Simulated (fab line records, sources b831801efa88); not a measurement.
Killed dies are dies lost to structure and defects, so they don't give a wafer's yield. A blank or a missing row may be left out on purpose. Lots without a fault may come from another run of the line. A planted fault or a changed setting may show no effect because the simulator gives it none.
Chamber matching | flow sky130 | SKY_VIA2_CMP_24 on cmp-02: 4 sister chambers
The step polishes, stops on SiO2, t overpolish 20 s, target thk 0 nm. 39 wafers are shown with their chamber, then 12 later ones without.

WAFERS WITH THEIR CHAMBER
wafer  | chamber | motor_current_A (A) | time_to_endpoint_s (s) | overpolish_run_s (s)
L074.3 | 3       | 9.4                 | 98                     | 19.988
L074.5 | 0       | 9.6                 | 98                     | 19.982
L074.6 | 1       | 11.9                | 114                    | 20.003
L075.1 | 2       | 12.2                | 101                    | 19.998
L075.4 | 1       | 11.9                | 109                    | 20.003
L075.6 | 1       | 12.5                | 108                    | 20.016
L076.1 | 1       | 12.3                | 107                    | 19.982
L076.2 | 2       | 12.8                | 104                    | 19.999
L076.6 | 3       | 9.8                 | 98                     | 19.991
L083.1 | 2       | 13.3                | 103                    | 20.002
L083.2 | 1       | 12.1                | 109                    | 20.013
L083.4 | 0       | 9.0                 | 100                    | 20.007
L085.3 | 3       | 9.4                 | 101                    | 20.002
L085.5 | 0       | 9.2                 | 98                     | 19.986
L085.6 | 3       | 9.9                 | 99                     | 20.018
L085.1 | 0       | 9.7                 | 101                    | 19.993
L085.2 | 2       | 12.9                | 101                    | 19.998
L085.4 | 1       | 12.2                | 108                    | 20.013
L086.3 | 3       | 9.4                 | 102                    | 20.013
L086.5 | 0       | 10.0                | 103                    | 19.997
L086.6 | 3       | 9.7                 | 101                    | 19.988
L086.1 | 0       | 10.0                | 99                     | 20.003
L086.2 | 2       | 12.5                | 107                    | 20.007
L086.4 | 1       | 12.0                | 111                    | 19.996
L087.2 | 0       | 9.1                 | 103                    | 19.999
L087.3 | 3       | 9.4                 | 108                    | 20.000
L087.5 | 1       | 12.2                | 113                    | 20.009
L089.2 | 3       | 9.8                 | 99                     | 20.014
L089.5 | 3       | 10.0                | 99                     | 20.000
L089.6 | 0       | 9.4                 | 101                    | 20.004
L090.2 | 2       | 12.6                | 102                    | 20.002
L090.4 | 0       | 9.6                 | 94                     | 20.012
L090.5 | 2       | 12.9                | 100                    | 20.003
L094.1 | 2       | 12.5                | 108                    | 19.994
L094.3 | 0       | 9.6                 | 101                    | 20.005
L094.6 | 3       | 9.3                 | 101                    | 20.004
L095.1 | 0       | 9.8                 | 96                     | 20.010
L095.3 | 2       | 13.1                | 99                     | 20.016
L095.5 | 2       | 12.4                | 102                    | 19.982

SIGNATURES (means of the wafers above)
reading            | chamber 0 | chamber 1 | chamber 2 | chamber 3 | scatter within a chamber
motor_current_A    | 9.545     | 12.137    | 12.720    | 9.610     | 0.296
time_to_endpoint_s | 99.45     | 109.88    | 102.70    | 100.60    | 2.82
overpolish_run_s   | 19.99982  | 20.00437  | 20.00010  | 20.00180  | 0.0101
Rule: a wafer's distance from a chamber is the root of the sum, over the readings, of the square of ((its reading less the chamber's mean) divided by the reading's scatter). The wafer belongs to the nearest chamber; if the next one is less than 2 further off, it can't be placed. The scatter: the root of (the sum of the squares of (reading less its chamber's mean) over the shown wafers, divided by (wafers less chambers)).

WAFERS WITHOUT THEIR CHAMBER
wafer  | motor_current_A (A) | time_to_endpoint_s (s) | overpolish_run_s (s)
L095.2 | 12.4                | 104                    | 19.998
L095.4 | 9.5                 | 98                     | 19.982
L095.6 | 10.0                | 96                     | 20.008
L096.1 | 12.1                | 109                    | 20.007
L096.2 | 12.3                | 102                    | 19.993
L096.4 | 10.2                | 96                     | 19.993
L096.3 | 9.9                 | 104                    | 19.995
L096.5 | 12.7                | 101                    | 20.001
L096.6 | 9.8                 | 101                    | 20.005
L097.1 | 12.5                | 99                     | 19.999
L097.2 | 9.2                 | 94                     | 19.998
L097.5 | 12.1                | 106                    | 20.007

WHICH CHAMBER EACH WENT THROUGH
wafer  | from the rows above     | in truth
L095.2 | can't be placed: 2 or 1 | 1
L095.4 | can't be placed: 0 or 3 | 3
L095.6 | can't be placed: 0 or 3 | 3
L096.1 | 1                       | 1
L096.2 | can't be placed: 2 or 1 | 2
L096.4 | can't be placed: 0 or 3 | 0
L096.3 | can't be placed: 3 or 0 | 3
L096.5 | 2                       | 2
L096.6 | can't be placed: 3 or 0 | 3
L097.1 | 2                       | 2
L097.2 | can't be placed: 0 or 3 | 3
L097.5 | can't be placed: 1 or 2 | 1
Placed correctly: 3 of 12. Can't be placed from these rows: 9 (the true chamber is among the candidates in 9). Placed wrongly: 0.
